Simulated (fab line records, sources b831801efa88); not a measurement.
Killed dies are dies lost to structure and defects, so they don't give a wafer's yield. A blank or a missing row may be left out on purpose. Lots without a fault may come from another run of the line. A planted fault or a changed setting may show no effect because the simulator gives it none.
Problem report in the 8D (eight disciplines) form, filled by code | flow gf180mcu | the parts of the form that need people (team, actions taken, sign-off) are left out

1. THE PROBLEM
DNWELL_TW at GF_DNWELL_TW_MEAS_09 reads a mean of 1468 on 3 wafers of 3 lots; wafers without a fault read 1362 with a standard deviation of 7.8. That is +14 standard deviations from the usual mean.
First seen on wafer L898.1, day 6 02:59, on film_metro-01. The record holds 39 wafers of 14 lots with a number at this step. Rule for "out", or "out of limits": more than 4 standard deviations from the usual mean. The other wafers with a number count as sound.

2. WHAT IT IS AND WHAT IT IS NOT
question                    | is                           | is not
which readings at this step | DNWELL_TW                    | -
which lots                  | L898, L899, L905             | L884, L887, L888, L889, L890, L893, L894, L895, L896, L897, L907
which wafers of those lots  | L898.1, L899.1, L905.1       | L898.6, L899.6, L905.6
read on which gauges        | film_metro-01, film_metro-03 | film_metro-04
when                        | from day 6 02:59             | up to then (31 sound wafers); but 5 sound wafers of L899, L905, L907 came after

3. SUSPECTS, AND WHAT RULES EACH OUT
Counting: a tool at a process step up to the reading stays a suspect if it ran every lot that is out. Sound lots after the first of them don't rule it out here, since some wafers of a struck lot are sound.
- the gauge at GF_DNWELL_TW_MEAS_09: ruled out. The wafers that are out were read on 2 gauges (film_metro-01, film_metro-03).
- implanter-03 at GF_DNWELL_IMPLANT_07: kept. It ran every lot that is out, first L898 (day 6 02:44); its last sound lot up to then is L896 (day 5 10:33). Its own readings are out on those wafers: beam_on_s, faraday_current_uA.
Left after counting: implanter-03 at GF_DNWELL_IMPLANT_07.

4. THE CAUSE (what the simulator had put in)
Process parameter drift: implanter-03, from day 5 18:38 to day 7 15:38, at GF_DNWELL_IMPLANT_07. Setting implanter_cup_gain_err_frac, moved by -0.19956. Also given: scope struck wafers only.
Counting left only this tool.

5. THE CHAIN OF EFFECTS, in route order
Each row: a reading whose mean over the struck wafers that have a number lies more than 3 standard deviations from the usual. Only readings for which the record gives a usual standard deviation are gone through. hours: the time from each lot's start at the first step in this table that gives one to its start at this step, as a median over the lots. sigmas: the change in usual standard deviations.
hours | step                 | reading            | usual   | on struck wafers | change | sigmas
0     | GF_DNWELL_IMPLANT_07 | beam_on_s          | 10.01 s | 12.57            | +2.56  | +13
0     | GF_DNWELL_IMPLANT_07 | faraday_current_uA | 56.3    | 44.9             | -11.4  | -10
0     | GF_DNWELL_TW_MEAS_09 | DNWELL_TW          | 1362    | 1468             | +106   | +14
The process steps in it:
- GF_DNWELL_IMPLANT_07
Later measuring or inspecting steps at which every struck wafer that the step has a row for has a number for every such reading, and none has moved that far: GF_VT_IMPLANT_OVL_MEAS_18.

6. WHAT WOULD HAVE CAUGHT IT SOONER
In this record the first reading out of limits at a measuring or inspecting step was taken at day 6 02:59, 8 hours after the fault began at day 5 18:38.
The tool's own readings at GF_DNWELL_IMPLANT_07 were out on every struck wafer that the step has a row for (beam_on_s, faraday_current_uA): an alarm limit on them would have fired on the first of those.
Of the lots that are out (3), L899, L905 began GF_DNWELL_IMPLANT_07 on implanter-03 after day 6 02:59. A hold on the tool at that time would have spared those 2.
